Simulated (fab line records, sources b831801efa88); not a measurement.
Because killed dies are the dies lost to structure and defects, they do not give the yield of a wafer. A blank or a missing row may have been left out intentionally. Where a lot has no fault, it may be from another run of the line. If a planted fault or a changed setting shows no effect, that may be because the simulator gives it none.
Problem report, 8D (eight disciplines) form, completed by code ; flow sky130 ; the parts of the form that need people (team, actions taken, sign-off) are left out

## 1. THE PROBLEM
Mean of strip-time-to-endpoint-s at SKY_VT_ADJUST_NCORE_STRIP_10: 14.58 s across 6 wafers in 2 lots; on wafers with no fault it is 14.17 s (standard deviation 0.037). That is +11 standard deviations from the usual mean.
The step: strips in O2/N2.
Earliest sighting: wafer L481.2 on plasma-asher-02 at day 12 10:50. At this step, 36 wafers from 12 lots have a number in the record. By rule, "out" or "out of limits" means more than 4 standard deviations away from the usual mean. The other wafers with a number count as sound.

## 2. WHAT IT IS; WHAT IT IS NOT
question;is;is not
which readings at this step;strip-time-to-endpoint-s;drypump-motor-current-A, oes-product-au
which lots;L481, L483;L471, L473, L475, L477, L478, L479, L482, L489, L491, L493
which wafers of those lots;all that have a number;-
read on which tools;plasma-asher-02;plasma-asher-03, plasma-asher-04
when;from day 12 10:50;"up to then (18 sound wafers); but 12 sound wafers of L482, L489, L491, L493 came after"

## 3. WHAT RULES OUT EACH SUSPECT
Counting: a tool at any process step up to the reading remains a suspect when it ran all the lots that are out and ran no sound lot after the first of those.
- litho-track-02 at SKY_VT_ADJUST_NCORE_COAT_02 (resist thk 1140 nm): kept. It ran every lot that is out, first L481 (day 11 22:09), and no sound lot after that; its last sound lot up to then is L479 (day 11 04:43).
- plasma-asher-02 at SKY_VT_ADJUST_NCORE_STRIP_10 (strips in O2/N2): ruled out as a lasting fault. The sound lots L482 went through it after L481, its earliest lot that is out (day 12 10:50).
After counting, what remains is litho-track-02 at SKY_VT_ADJUST_NCORE_COAT_02.

## 4. THE CAUSE (what the simulator had put in)
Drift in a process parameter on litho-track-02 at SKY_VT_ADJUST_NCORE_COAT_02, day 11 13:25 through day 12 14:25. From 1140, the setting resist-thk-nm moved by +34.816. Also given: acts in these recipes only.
This tool alone remained once counting was done.

## 5. SEQUENCE OF EFFECTS, ordered by route
One row per reading whose mean, taken over the struck wafers that have a number, lies over 3 standard deviations from the usual. Only readings for which the record gives a usual standard deviation are gone through. hours: the time from each lot's start at the first step in this table that gives one to its start at this step, as a median over the lots. sigmas: the change in usual standard deviations.
hours;step;reading;usual;on struck wafers;change;sigmas
0;SKY_VT_ADJUST_NCORE_STRIP_10;strip-time-to-endpoint-s;14.17 s;14.58;+0.41;+11
The process steps in it:
- SKY_VT_ADJUST_NCORE_STRIP_10: strips in O2/N2.
Later measuring or inspecting steps at which every struck wafer that the step has a row for has a number for every such reading, and none has moved that far: SKY_VT_ADJUST_PCH_TW_MEAS_10.

## 6. HOW IT WOULD HAVE BEEN CAUGHT EARLIER
In this record no reading fell out of limits until day 12 10:50, 21 hours after the fault had begun at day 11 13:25.
Of the tool readings at SKY_VT_ADJUST_NCORE_COAT_02 for which the record gives a usual standard deviation, none was out on any struck wafer, so an alarm limit of 4 standard deviations on them would not have fired.
Lots out: 2; of these, L483 started SKY_VT_ADJUST_NCORE_COAT_02 on litho-track-02 after day 12 10:50. Holding the tool at that time would have saved it.
